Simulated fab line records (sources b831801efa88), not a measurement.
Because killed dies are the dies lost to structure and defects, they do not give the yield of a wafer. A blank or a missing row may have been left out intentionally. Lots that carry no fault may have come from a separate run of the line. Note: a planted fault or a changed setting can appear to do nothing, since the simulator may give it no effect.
fab line records / flow gf180mcu
[record] lots = 15 wafers = 45 lastDay = 34
route steps=602 shown M4@457 V4@487
lots with no fault: from the same line, run without faults
startH: start of the lot's first displayed wafer, in hours after the record's first day / waitH: hours from the lot's prior step to this one / " unchanged from the row above / L1.1+2: several wafers, shown together as one row / - no value, or no start was given / * or withheld: withheld / < > ~ a bound
route shown NAME@n: names a module that has steps shown in the file, with the first one's number in the route / usual: mean and standard deviation over wafers with no fault / same: alike in all rows / chamber/n: place in a boat / sites: per-site readings / _std_site: how widely they spread, as a standard deviation / _edge_site: inner sites' mean taken away from outer sites' mean / radiusMm: how far each site lies from the wafer's centre / mask NAME#n: copy n / behind: tool/chamber where the wafer was last shaped / hold: cause of the lot's hold/its duration in hours/its outcome / device: transistor that didn't switch, given as n, p or np / end of line: the tests these same wafers got at the end of their route / for a step that has no rows: nothing shown but its recipe / killed: dies lost to structure and defects at the first sort, not the wafer's yield / map: a wafer's dies, x killed, . not, _ none there
set.NAME: the setting as run; set.NAME@STEP: as run at that earlier step / model.NAME: the simulator's own value behind a step, which no gauge read
the route's steps for a sample of lots (tables are steps, rows are wafers)
services: from which hour (startH, from the record's first day; less than 0 if before it) a tool's chamber was out of use, for how many hours, and why
[[steps]]
[step GF_M4_SPUTTER_01]
[recipe] material = TiN targetThkNm = 30 powerW = 6500 timeS = 25 chamberPressurePa = 0.4
[usual] throttleValvePct = 30.5/1
lot.wafer=L680.2 tool=pvdSputter-04 chamber=- startH=518.20 waitH=0.1 throttleValvePct=28.6
lot.wafer=L680.4 tool=pvdSputter-04 chamber=- startH=518.20 waitH=0.1 throttleValvePct=30.0
lot.wafer=L680.6 tool=pvdSputter-04 chamber=- startH=518.20 waitH=0.1 throttleValvePct=30.9
lot.wafer=L681.2 tool=pvdSputter-04 chamber=- startH=523.39 waitH=0.1 throttleValvePct=29.9
lot.wafer=L681.3 tool=pvdSputter-04 chamber=- startH=523.39 waitH=0.1 throttleValvePct=29.7
lot.wafer=L681.5 tool=pvdSputter-04 chamber=- startH=523.39 waitH=0.1 throttleValvePct=28.6
lot.wafer=L682.3 tool=pvdSputter-03 chamber=- startH=535.91 waitH=0.1 throttleValvePct=28.9
lot.wafer=L682.4 tool=pvdSputter-03 chamber=- startH=535.91 waitH=0.1 throttleValvePct=29.9
lot.wafer=L682.6 tool=pvdSputter-03 chamber=- startH=535.91 waitH=0.1 throttleValvePct=28.7
lot.wafer=L683.2 tool=pvdSputter-02 chamber=- startH=547.16 waitH=0.1 throttleValvePct=31.9
lot.wafer=L683.4 tool=pvdSputter-02 chamber=- startH=547.16 waitH=0.1 throttleValvePct=31.2
lot.wafer=L683.6 tool=pvdSputter-02 chamber=- startH=547.16 waitH=0.1 throttleValvePct=31.8
lot.wafer=L684.1 tool=pvdSputter-02 chamber=- startH=553.48 waitH=0.1 throttleValvePct=31.2
lot.wafer=L684.2 tool=pvdSputter-02 chamber=- startH=553.48 waitH=0.1 throttleValvePct=29.8
lot.wafer=L684.6 tool=pvdSputter-02 chamber=- startH=553.48 waitH=0.1 throttleValvePct=31.8
lot.wafer=L686.3 tool=pvdSputter-03 chamber=- startH=566.01 waitH=0.1 throttleValvePct=28.7
lot.wafer=L686.4 tool=pvdSputter-03 chamber=- startH=566.01 waitH=0.1 throttleValvePct=30.6
lot.wafer=L686.5 tool=pvdSputter-03 chamber=- startH=566.01 waitH=0.1 throttleValvePct=30.0
lot.wafer=L687.1 tool=pvdSputter-04 chamber=- startH=576.08 waitH=0.1 throttleValvePct=28.8
lot.wafer=L687.2 tool=pvdSputter-04 chamber=- startH=576.08 waitH=0.1 throttleValvePct=29.9
lot.wafer=L687.3 tool=pvdSputter-04 chamber=- startH=576.08 waitH=0.1 throttleValvePct=30.1
lot.wafer=L688.1 tool=pvdSputter-04 chamber=- startH=584.92 waitH=0.1 throttleValvePct=30.2
lot.wafer=L688.3 tool=pvdSputter-04 chamber=- startH=584.92 waitH=0.1 throttleValvePct=28.8
lot.wafer=L688.5 tool=pvdSputter-04 chamber=- startH=584.92 waitH=0.1 throttleValvePct=30.0
lot.wafer=L689.1 tool=pvdSputter-02 chamber=- startH=603.46 waitH=0.1 throttleValvePct=31.4
lot.wafer=L689.2 tool=pvdSputter-02 chamber=- startH=603.46 waitH=0.1 throttleValvePct=29.8
lot.wafer=L689.6 tool=pvdSputter-02 chamber=- startH=603.46 waitH=0.1 throttleValvePct=31.3
lot.wafer=L695.2 tool=pvdSputter-03 chamber=- startH=639.31 waitH=0.1 throttleValvePct=30.6
lot.wafer=L695.3 tool=pvdSputter-03 chamber=- startH=639.31 waitH=0.1 throttleValvePct=28.7
lot.wafer=L695.4 tool=pvdSputter-03 chamber=- startH=639.31 waitH=0.1 throttleValvePct=28.5
lot.wafer=L696.1 tool=pvdSputter-03 chamber=- startH=645.32 waitH=0.1 throttleValvePct=28.7
lot.wafer=L696.3 tool=pvdSputter-03 chamber=- startH=645.32 waitH=0.1 throttleValvePct=30.3
lot.wafer=L696.6 tool=pvdSputter-03 chamber=- startH=645.32 waitH=0.1 throttleValvePct=30.8
lot.wafer=L697.3 tool=pvdSputter-02 chamber=- startH=654.18 waitH=0.1 throttleValvePct=29.6
lot.wafer=L697.5 tool=pvdSputter-02 chamber=- startH=654.18 waitH=0.1 throttleValvePct=32.1
lot.wafer=L697.6 tool=pvdSputter-02 chamber=- startH=654.18 waitH=0.1 throttleValvePct=31.1
lot.wafer=L700.3 tool=pvdSputter-04 chamber=- startH=668.28 waitH=0.1 throttleValvePct=29.5
lot.wafer=L700.4 tool=pvdSputter-04 chamber=- startH=668.28 waitH=0.1 throttleValvePct=28.7
lot.wafer=L700.5 tool=pvdSputter-04 chamber=- startH=668.28 waitH=0.1 throttleValvePct=31.0
lot.wafer=L701.3 tool=pvdSputter-03 chamber=- startH=674.06 waitH=0.1 throttleValvePct=28.6
lot.wafer=L701.5 tool=pvdSputter-03 chamber=- startH=674.06 waitH=0.1 throttleValvePct=30.8
lot.wafer=L701.6 tool=pvdSputter-03 chamber=- startH=674.06 waitH=0.1 throttleValvePct=30.1
lot.wafer=L703.2 tool=pvdSputter-02 chamber=- startH=691.43 waitH=0.1 throttleValvePct=31.8
lot.wafer=L703.3 tool=pvdSputter-02 chamber=- startH=691.43 waitH=0.1 throttleValvePct=31.2
lot.wafer=L703.6 tool=pvdSputter-02 chamber=- startH=691.43 waitH=0.1 throttleValvePct=32.2
[step GF_M4_RS_MEAS_05]
[recipe] thkMeasGauge = four-point-probe reads = TiN_of_M4_SPUTTER_04+Ti_of_M4_SPUTTER_03+AlCu_of_M4_SPUTTER_02+TiN_of_M4_SPUTTER_01+Ti_of_M4_SPUTTER_00
[usual] M4_ALCU_RS = 0.0699/0.001
lot.wafer=L680.2 tool=filmMetro-02 chamber=- startH=518.34 waitH=0.0 M4_ALCU_RS[ohm/sq]=0.0708
lot.wafer=L680.4 tool=filmMetro-02 chamber=- startH=518.34 waitH=0.0 M4_ALCU_RS[ohm/sq]=0.0699
lot.wafer=L680.6 tool=filmMetro-02 chamber=- startH=518.34 waitH=0.0 M4_ALCU_RS[ohm/sq]=0.0706
lot.wafer=L681.2 tool=filmMetro-02 chamber=- startH=523.53 waitH=0.0 M4_ALCU_RS[ohm/sq]=0.0702
lot.wafer=L681.3 tool=filmMetro-02 chamber=- startH=523.53 waitH=0.0 M4_ALCU_RS[ohm/sq]=0.0699
lot.wafer=L681.5 tool=filmMetro-02 chamber=- startH=523.53 waitH=0.0 M4_ALCU_RS[ohm/sq]=0.0718
lot.wafer=L682.3 tool=filmMetro-02 chamber=- startH=536.07 waitH=0.1 M4_ALCU_RS[ohm/sq]=0.0694
lot.wafer=L682.4 tool=filmMetro-02 chamber=- startH=536.07 waitH=0.1 M4_ALCU_RS[ohm/sq]=0.0700
lot.wafer=L682.6 tool=filmMetro-02 chamber=- startH=536.07 waitH=0.1 M4_ALCU_RS[ohm/sq]=0.0697
lot.wafer=L683.2 tool=filmMetro-02 chamber=- startH=547.30 waitH=0.0 M4_ALCU_RS[ohm/sq]=0.0701
lot.wafer=L683.4 tool=filmMetro-02 chamber=- startH=547.30 waitH=0.0 M4_ALCU_RS[ohm/sq]=0.0689
lot.wafer=L683.6 tool=filmMetro-02 chamber=- startH=547.30 waitH=0.0 M4_ALCU_RS[ohm/sq]=0.0698
lot.wafer=L684.1 tool=filmMetro-04 chamber=- startH=553.60 waitH=0.0 M4_ALCU_RS[ohm/sq]=0.0683
lot.wafer=L684.2 tool=filmMetro-04 chamber=- startH=553.60 waitH=0.0 M4_ALCU_RS[ohm/sq]=0.0693
lot.wafer=L684.6 tool=filmMetro-04 chamber=- startH=553.60 waitH=0.0 M4_ALCU_RS[ohm/sq]=0.0692
lot.wafer=L686.3 tool=filmMetro-02 chamber=- startH=566.18 waitH=0.1 M4_ALCU_RS[ohm/sq]=0.0717
lot.wafer=L686.4 tool=filmMetro-02 chamber=- startH=566.18 waitH=0.1 M4_ALCU_RS[ohm/sq]=0.0718
lot.wafer=L686.5 tool=filmMetro-02 chamber=- startH=566.18 waitH=0.1 M4_ALCU_RS[ohm/sq]=0.0708
lot.wafer=L687.1 tool=filmMetro-04 chamber=- startH=576.20 waitH=0.0 M4_ALCU_RS[ohm/sq]=0.0710
lot.wafer=L687.2 tool=filmMetro-04 chamber=- startH=576.20 waitH=0.0 M4_ALCU_RS[ohm/sq]=0.0703
lot.wafer=L687.3 tool=filmMetro-04 chamber=- startH=576.20 waitH=0.0 M4_ALCU_RS[ohm/sq]=0.0695
lot.wafer=L688.1 tool=filmMetro-04 chamber=- startH=585.04 waitH=0.0 M4_ALCU_RS[ohm/sq]=0.0682
lot.wafer=L688.3 tool=filmMetro-04 chamber=- startH=585.04 waitH=0.0 M4_ALCU_RS[ohm/sq]=0.0694
lot.wafer=L688.5 tool=filmMetro-04 chamber=- startH=585.04 waitH=0.0 M4_ALCU_RS[ohm/sq]=0.0681
lot.wafer=L689.1 tool=filmMetro-02 chamber=- startH=603.58 waitH=0.0 M4_ALCU_RS[ohm/sq]=0.0688
lot.wafer=L689.2 tool=filmMetro-02 chamber=- startH=603.58 waitH=0.0 M4_ALCU_RS[ohm/sq]=0.0694
lot.wafer=L689.6 tool=filmMetro-02 chamber=- startH=603.58 waitH=0.0 M4_ALCU_RS[ohm/sq]=0.0687
lot.wafer=L695.2 tool=filmMetro-04 chamber=- startH=639.45 waitH=0.0 M4_ALCU_RS[ohm/sq]=0.0710
lot.wafer=L695.3 tool=filmMetro-04 chamber=- startH=639.45 waitH=0.0 M4_ALCU_RS[ohm/sq]=0.0707
lot.wafer=L695.4 tool=filmMetro-04 chamber=- startH=639.45 waitH=0.0 M4_ALCU_RS[ohm/sq]=0.0705
lot.wafer=L696.1 tool=filmMetro-03 chamber=- startH=645.44 waitH=0.0 M4_ALCU_RS[ohm/sq]=0.0708
lot.wafer=L696.3 tool=filmMetro-03 chamber=- startH=645.44 waitH=0.0 M4_ALCU_RS[ohm/sq]=0.0699
lot.wafer=L696.6 tool=filmMetro-03 chamber=- startH=645.44 waitH=0.0 M4_ALCU_RS[ohm/sq]=0.0709
lot.wafer=L697.3 tool=filmMetro-04 chamber=- startH=654.34 waitH=0.1 M4_ALCU_RS[ohm/sq]=0.0702
lot.wafer=L697.5 tool=filmMetro-04 chamber=- startH=654.34 waitH=0.1 M4_ALCU_RS[ohm/sq]=0.0699
lot.wafer=L697.6 tool=filmMetro-04 chamber=- startH=654.34 waitH=0.1 M4_ALCU_RS[ohm/sq]=0.0703
lot.wafer=L700.3 tool=filmMetro-03 chamber=- startH=668.44 waitH=0.1 M4_ALCU_RS[ohm/sq]=0.0688
lot.wafer=L700.4 tool=filmMetro-03 chamber=- startH=668.44 waitH=0.1 M4_ALCU_RS[ohm/sq]=0.0696
lot.wafer=L700.5 tool=filmMetro-03 chamber=- startH=668.44 waitH=0.1 M4_ALCU_RS[ohm/sq]=0.0694
lot.wafer=L701.3 tool=filmMetro-03 chamber=- startH=674.22 waitH=0.1 M4_ALCU_RS[ohm/sq]=0.0702
lot.wafer=L701.5 tool=filmMetro-03 chamber=- startH=674.22 waitH=0.1 M4_ALCU_RS[ohm/sq]=0.0701
lot.wafer=L701.6 tool=filmMetro-03 chamber=- startH=674.22 waitH=0.1 M4_ALCU_RS[ohm/sq]=0.0702
lot.wafer=L703.2 tool=filmMetro-03 chamber=- startH=691.57 waitH=0.0 M4_ALCU_RS[ohm/sq]=0.0697
lot.wafer=L703.3 tool=filmMetro-03 chamber=- startH=691.57 waitH=0.0 M4_ALCU_RS[ohm/sq]=0.0694
lot.wafer=L703.6 tool=filmMetro-03 chamber=- startH=691.57 waitH=0.0 M4_ALCU_RS[ohm/sq]=0.0694
[step GF_V4_EXPOSE_11]
[recipe] maskId = Via4 targetCdNm = 260 na = 0.68 sourceShape = conventional sigmaOuter = 0.6 doseMj = 38
[usual] exposureDoseMJCm2 = 38.01/0.036 focusOffsetNm = 0.0/0.57
lot.wafer=L680.2 tool=krfScanner-02 chamber=0 startH=553.47 waitH=- mask=Via4#0 exposureDoseMJCm2=38.05 focusOffsetNm=-0.4
lot.wafer=L680.4 tool=krfScanner-02 chamber=0 startH=553.47 waitH=- mask=Via4#0 exposureDoseMJCm2=38.03 focusOffsetNm=0.1
lot.wafer=L680.6 tool=krfScanner-02 chamber=0 startH=553.47 waitH=- mask=Via4#0 exposureDoseMJCm2=38.01 focusOffsetNm=-0.1
lot.wafer=L681.2 tool=krfScanner-01 chamber=0 startH=558.69 waitH=- mask=Via4#0 exposureDoseMJCm2=38.05 focusOffsetNm=0.4
lot.wafer=L681.3 tool=krfScanner-01 chamber=0 startH=558.69 waitH=- mask=Via4#0 exposureDoseMJCm2=38.08 focusOffsetNm=-0.1
lot.wafer=L681.5 tool=krfScanner-01 chamber=0 startH=558.69 waitH=- mask=Via4#0 exposureDoseMJCm2=38.03 focusOffsetNm=1.2
lot.wafer=L682.3 tool=krfScanner-01 chamber=0 startH=571.05 waitH=- mask=Via4#0 exposureDoseMJCm2=38.01 focusOffsetNm=0.2
lot.wafer=L682.4 tool=krfScanner-01 chamber=0 startH=571.05 waitH=- mask=Via4#0 exposureDoseMJCm2=38.03 focusOffsetNm=-0.1
lot.wafer=L682.6 tool=krfScanner-01 chamber=0 startH=571.05 waitH=- mask=Via4#0 exposureDoseMJCm2=37.98 focusOffsetNm=-0.6
lot.wafer=L683.2 tool=krfScanner-02 chamber=0 startH=581.74 waitH=- mask=Via4#0 exposureDoseMJCm2=38.05 focusOffsetNm=0.1
lot.wafer=L683.4 tool=krfScanner-02 chamber=0 startH=581.74 waitH=- mask=Via4#0 exposureDoseMJCm2=37.95 focusOffsetNm=0.7
lot.wafer=L683.6 tool=krfScanner-02 chamber=0 startH=581.74 waitH=- mask=Via4#0 exposureDoseMJCm2=38.03 focusOffsetNm=0.2
lot.wafer=L684.1 tool=krfScanner-02 chamber=0 startH=587.27 waitH=- mask=Via4#0 exposureDoseMJCm2=37.97 focusOffsetNm=-0.2
lot.wafer=L684.2 tool=krfScanner-02 chamber=0 startH=587.27 waitH=- mask=Via4#0 exposureDoseMJCm2=37.98 focusOffsetNm=-0.3
lot.wafer=L684.6 tool=krfScanner-02 chamber=0 startH=587.27 waitH=- mask=Via4#0 exposureDoseMJCm2=38.05 focusOffsetNm=0.1
lot.wafer=L686.3 tool=krfScanner-02 chamber=0 startH=599.93 waitH=- mask=Via4#0 exposureDoseMJCm2=37.97 focusOffsetNm=0.4
lot.wafer=L686.4 tool=krfScanner-02 chamber=0 startH=599.93 waitH=- mask=Via4#0 exposureDoseMJCm2=37.97 focusOffsetNm=0.3
lot.wafer=L686.5 tool=krfScanner-02 chamber=0 startH=599.93 waitH=- mask=Via4#0 exposureDoseMJCm2=37.99 focusOffsetNm=0.2
lot.wafer=L687.1 tool=krfScanner-01 chamber=0 startH=609.54 waitH=- mask=Via4#0 exposureDoseMJCm2=37.98 focusOffsetNm=0.1
lot.wafer=L687.2 tool=krfScanner-01 chamber=0 startH=609.54 waitH=- mask=Via4#0 exposureDoseMJCm2=37.94 focusOffsetNm=-0.1
lot.wafer=L687.3 tool=krfScanner-01 chamber=0 startH=609.54 waitH=- mask=Via4#0 exposureDoseMJCm2=37.99 focusOffsetNm=-0.4
lot.wafer=L688.1 tool=krfScanner-02 chamber=0 startH=617.45 waitH=- mask=Via4#0 exposureDoseMJCm2=38.03 focusOffsetNm=0.0
lot.wafer=L688.3 tool=krfScanner-02 chamber=0 startH=617.45 waitH=- mask=Via4#0 exposureDoseMJCm2=38.00 focusOffsetNm=-0.1
lot.wafer=L688.5 tool=krfScanner-02 chamber=0 startH=617.45 waitH=- mask=Via4#0 exposureDoseMJCm2=38.00 focusOffsetNm=-0.6
lot.wafer=L689.1 tool=krfScanner-01 chamber=0 startH=635.55 waitH=- mask=Via4#0 exposureDoseMJCm2=38.00 focusOffsetNm=1.0
lot.wafer=L689.2 tool=krfScanner-01 chamber=0 startH=635.55 waitH=- mask=Via4#0 exposureDoseMJCm2=38.03 focusOffsetNm=-0.3
lot.wafer=L689.6 tool=krfScanner-01 chamber=0 startH=635.55 waitH=- mask=Via4#0 exposureDoseMJCm2=38.00 focusOffsetNm=0.0
lot.wafer=L695.2 tool=krfScanner-01 chamber=- startH=670.83 waitH=- mask=Via4#0 exposureDoseMJCm2=- focusOffsetNm=-
lot.wafer=L695.3 tool=krfScanner-01 chamber=- startH=670.83 waitH=- mask=Via4#0 exposureDoseMJCm2=- focusOffsetNm=-
lot.wafer=L695.4 tool=krfScanner-01 chamber=- startH=670.83 waitH=- mask=Via4#0 exposureDoseMJCm2=- focusOffsetNm=-
lot.wafer=L696.1 tool=krfScanner-02 chamber=- startH=675.47 waitH=- mask=Via4#0 exposureDoseMJCm2=- focusOffsetNm=-
lot.wafer=L696.3 tool=krfScanner-02 chamber=- startH=675.47 waitH=- mask=Via4#0 exposureDoseMJCm2=- focusOffsetNm=-
lot.wafer=L696.6 tool=krfScanner-02 chamber=- startH=675.47 waitH=- mask=Via4#0 exposureDoseMJCm2=- focusOffsetNm=-
lot.wafer=L697.3 tool=krfScanner-01 chamber=- startH=684.78 waitH=- mask=Via4#0 exposureDoseMJCm2=- focusOffsetNm=-
lot.wafer=L697.5 tool=krfScanner-01 chamber=- startH=684.78 waitH=- mask=Via4#0 exposureDoseMJCm2=- focusOffsetNm=-
lot.wafer=L697.6 tool=krfScanner-01 chamber=- startH=684.78 waitH=- mask=Via4#0 exposureDoseMJCm2=- focusOffsetNm=-
lot.wafer=L700.3 tool=krfScanner-02 chamber=0 startH=698.21 waitH=- mask=Via4#0 exposureDoseMJCm2=38.02 focusOffsetNm=0.3
lot.wafer=L700.4 tool=krfScanner-02 chamber=0 startH=698.21 waitH=- mask=Via4#0 exposureDoseMJCm2=38.02 focusOffsetNm=0.1
lot.wafer=L700.5 tool=krfScanner-02 chamber=0 startH=698.21 waitH=- mask=Via4#0 exposureDoseMJCm2=38.01 focusOffsetNm=0.8
lot.wafer=L701.3 tool=krfScanner-02 chamber=0 startH=703.45 waitH=- mask=Via4#0 exposureDoseMJCm2=37.93 focusOffsetNm=0.5
lot.wafer=L701.5 tool=krfScanner-02 chamber=0 startH=703.45 waitH=- mask=Via4#0 exposureDoseMJCm2=38.05 focusOffsetNm=0.0
lot.wafer=L701.6 tool=krfScanner-02 chamber=0 startH=703.45 waitH=- mask=Via4#0 exposureDoseMJCm2=37.98 focusOffsetNm=1.2
lot.wafer=L703.2 tool=krfScanner-02 chamber=0 startH=720.42 waitH=- mask=Via4#0 exposureDoseMJCm2=38.00 focusOffsetNm=-0.4
lot.wafer=L703.3 tool=krfScanner-02 chamber=0 startH=720.42 waitH=- mask=Via4#0 exposureDoseMJCm2=37.95 focusOffsetNm=-0.3
lot.wafer=L703.6 tool=krfScanner-02 chamber=0 startH=720.42 waitH=- mask=Via4#0 exposureDoseMJCm2=37.97 focusOffsetNm=0.1
[step GF_V4_SPUTTER_22]
[recipe] material = TiN targetThkNm = 10 chamberPressurePa = 5 powerW = 4000 timeS = 40
[usual] throttleValvePct = 29.6/1
lot.wafer=L680.2 tool=pvdSputter-04 chamber=- startH=564.73 waitH=0.0 throttleValvePct=31.0
lot.wafer=L680.4 tool=pvdSputter-04 chamber=- startH=564.73 waitH=0.0 throttleValvePct=30.0
lot.wafer=L680.6 tool=pvdSputter-04 chamber=- startH=564.73 waitH=0.0 throttleValvePct=30.9
lot.wafer=L681.2 tool=pvdSputter-01 chamber=- startH=569.85 waitH=0.0 throttleValvePct=28.9
lot.wafer=L681.3 tool=pvdSputter-01 chamber=- startH=569.85 waitH=0.0 throttleValvePct=30.0
lot.wafer=L681.5 tool=pvdSputter-01 chamber=- startH=569.85 waitH=0.0 throttleValvePct=30.6
lot.wafer=L682.3 tool=pvdSputter-01 chamber=- startH=582.35 waitH=0.0 throttleValvePct=30.0
lot.wafer=L682.4 tool=pvdSputter-01 chamber=- startH=582.35 waitH=0.0 throttleValvePct=30.3
lot.wafer=L682.6 tool=pvdSputter-01 chamber=- startH=582.35 waitH=0.0 throttleValvePct=30.2
lot.wafer=L683.2 tool=pvdSputter-01 chamber=- startH=593.40 waitH=0.0 throttleValvePct=28.0
lot.wafer=L683.4 tool=pvdSputter-01 chamber=- startH=593.40 waitH=0.0 throttleValvePct=29.0
lot.wafer=L683.6 tool=pvdSputter-01 chamber=- startH=593.40 waitH=0.0 throttleValvePct=27.9
lot.wafer=L684.1 tool=pvdSputter-04 chamber=- startH=598.55 waitH=0.0 throttleValvePct=30.0
lot.wafer=L684.2 tool=pvdSputter-04 chamber=- startH=598.55 waitH=0.0 throttleValvePct=28.7
lot.wafer=L684.6 tool=pvdSputter-04 chamber=- startH=598.55 waitH=0.0 throttleValvePct=30.0
lot.wafer=L686.3 tool=pvdSputter-01 chamber=- startH=611.02 waitH=0.0 throttleValvePct=30.4
lot.wafer=L686.4 tool=pvdSputter-01 chamber=- startH=611.02 waitH=0.0 throttleValvePct=29.1
lot.wafer=L686.5 tool=pvdSputter-01 chamber=- startH=611.02 waitH=0.0 throttleValvePct=30.2
lot.wafer=L687.1 tool=pvdSputter-01 chamber=- startH=620.15 waitH=0.0 throttleValvePct=28.9
lot.wafer=L687.2 tool=pvdSputter-01 chamber=- startH=620.15 waitH=0.0 throttleValvePct=27.7
lot.wafer=L687.3 tool=pvdSputter-01 chamber=- startH=620.15 waitH=0.0 throttleValvePct=30.1
lot.wafer=L688.1 tool=pvdSputter-01 chamber=- startH=628.73 waitH=0.0 throttleValvePct=28.0
lot.wafer=L688.3 tool=pvdSputter-01 chamber=- startH=628.73 waitH=0.0 throttleValvePct=28.7
lot.wafer=L688.5 tool=pvdSputter-01 chamber=- startH=628.73 waitH=0.0 throttleValvePct=29.1
lot.wafer=L689.1 tool=pvdSputter-04 chamber=- startH=646.28 waitH=0.0 throttleValvePct=28.6
lot.wafer=L689.2 tool=pvdSputter-04 chamber=- startH=646.28 waitH=0.0 throttleValvePct=30.1
lot.wafer=L689.6 tool=pvdSputter-04 chamber=- startH=646.28 waitH=0.0 throttleValvePct=29.7
lot.wafer=L695.2 tool=pvdSputter-03 chamber=- startH=680.75 waitH=0.0 throttleValvePct=31.4
lot.wafer=L695.3 tool=pvdSputter-03 chamber=- startH=680.75 waitH=0.0 throttleValvePct=29.0
lot.wafer=L695.4 tool=pvdSputter-03 chamber=- startH=680.75 waitH=0.0 throttleValvePct=30.3
lot.wafer=L696.1 tool=pvdSputter-04 chamber=- startH=685.84 waitH=0.0 throttleValvePct=30.3
lot.wafer=L696.3 tool=pvdSputter-04 chamber=- startH=685.84 waitH=0.0 throttleValvePct=29.9
lot.wafer=L696.6 tool=pvdSputter-04 chamber=- startH=685.84 waitH=0.0 throttleValvePct=29.9
lot.wafer=L697.3 tool=pvdSputter-01 chamber=- startH=694.57 waitH=0.0 throttleValvePct=29.9
lot.wafer=L697.5 tool=pvdSputter-01 chamber=- startH=694.57 waitH=0.0 throttleValvePct=30.4
lot.wafer=L697.6 tool=pvdSputter-01 chamber=- startH=694.57 waitH=0.0 throttleValvePct=29.7
lot.wafer=L700.3 tool=pvdSputter-03 chamber=- startH=708.46 waitH=0.0 throttleValvePct=29.9
lot.wafer=L700.4 tool=pvdSputter-03 chamber=- startH=708.46 waitH=0.0 throttleValvePct=31.4
lot.wafer=L700.5 tool=pvdSputter-03 chamber=- startH=708.46 waitH=0.0 throttleValvePct=30.8
lot.wafer=L701.3 tool=pvdSputter-01 chamber=- startH=713.40 waitH=0.0 throttleValvePct=27.9
lot.wafer=L701.5 tool=pvdSputter-01 chamber=- startH=713.40 waitH=0.0 throttleValvePct=28.0
lot.wafer=L701.6 tool=pvdSputter-01 chamber=- startH=713.40 waitH=0.0 throttleValvePct=29.0
lot.wafer=L703.2 tool=pvdSputter-03 chamber=- startH=729.72 waitH=0.0 throttleValvePct=30.6
lot.wafer=L703.3 tool=pvdSputter-03 chamber=- startH=729.72 waitH=0.0 throttleValvePct=28.7
lot.wafer=L703.6 tool=pvdSputter-03 chamber=- startH=729.72 waitH=0.0 throttleValvePct=28.5
[[services]]
tool=pvdSputter-02 chamber=- startH=502.87 hours=13.0 kind=repair
tool=krfScanner-01 chamber=- startH=504.01 hours=1.3 kind=pm
tool=krfScanner-01 chamber=- startH=526.47 hours=13.7 kind=repair
tool=krfScanner-01 chamber=- startH=540.16 hours=4.4 kind=pm
tool=krfScanner-01 chamber=- startH=544.54 hours=4.4 kind=pm
tool=krfScanner-02 chamber=- startH=557.20 hours=0.8 kind=pm
tool=pvdSputter-02 chamber=- startH=566.49 hours=4.0 kind=repair
tool=pvdSputter-01 chamber=- startH=585.84 hours=1.5 kind=repair
tool=pvdSputter-04 chamber=- startH=593.31 hours=0.8 kind=repair
tool=krfScanner-02 chamber=- startH=601.19 hours=4.0 kind=pm
tool=pvdSputter-03 chamber=- startH=605.84 hours=1.2 kind=repair
tool=krfScanner-02 chamber=- startH=609.20 hours=4.4 kind=pm
tool=krfScanner-02 chamber=- startH=613.57 hours=1.0 kind=pm
tool=krfScanner-02 chamber=- startH=635.17 hours=1.3 kind=pm
tool=pvdSputter-03 chamber=- startH=640.49 hours=2.9 kind=repair
tool=krfScanner-02 chamber=- startH=649.59 hours=2.6 kind=repair
tool=krfScanner-01 chamber=- startH=657.37 hours=1.0 kind=pm
tool=krfScanner-01 chamber=- startH=658.37 hours=0.8 kind=pm
tool=pvdSputter-03 chamber=- startH=672.31 hours=1.2 kind=repair
tool=krfScanner-01 chamber=- startH=677.90 hours=0.9 kind=repair
tool=krfScanner-01 chamber=- startH=679.91 hours=1.3 kind=pm
tool=krfScanner-02 chamber=- startH=694.76 hours=2.0 kind=repair
tool=krfScanner-01 chamber=- startH=712.95 hours=4.0 kind=pm
tool=krfScanner-02 chamber=- startH=726.00 hours=0.8 kind=pm
[[key]]
[firstSign] step = GF_V4_EXPOSE_11 reading = toolRecord direction = missing
effect none on later readings
metAt GF_V4_EXPOSE_11
struckLots L695,L696,L697
laterRowsLeftOut L695.2,L695.3,L695.4,L696.1,L696.3,L696.6,L697.3,L697.5,L697.6
sortLeftOut L695.2,L695.3,L695.4,L696.1,L696.3,L696.6,L697.3,L697.5,L697.6
notActingAt GF_M4_SPUTTER_01,GF_M4_RS_MEAS_05,GF_V4_SPUTTER_22
onsetBetween 635.55 670.83
[fault] kind = skippedStepWhole tool = krfScanner-01,krfScanner-02 chamber = - onsetH = 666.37 steps = GF_V4_EXPOSE_11 scope = struckLotsOnly
// sortLeftOut: the simulated sort isn't trusted on such a fault, so these wafers' sort isn't shown, and their yield isn't known
// laterRowsLeftOut: the simulator's readings of these wafers behind a module that went badly wrong aren't trusted and aren't shown, but for the sort
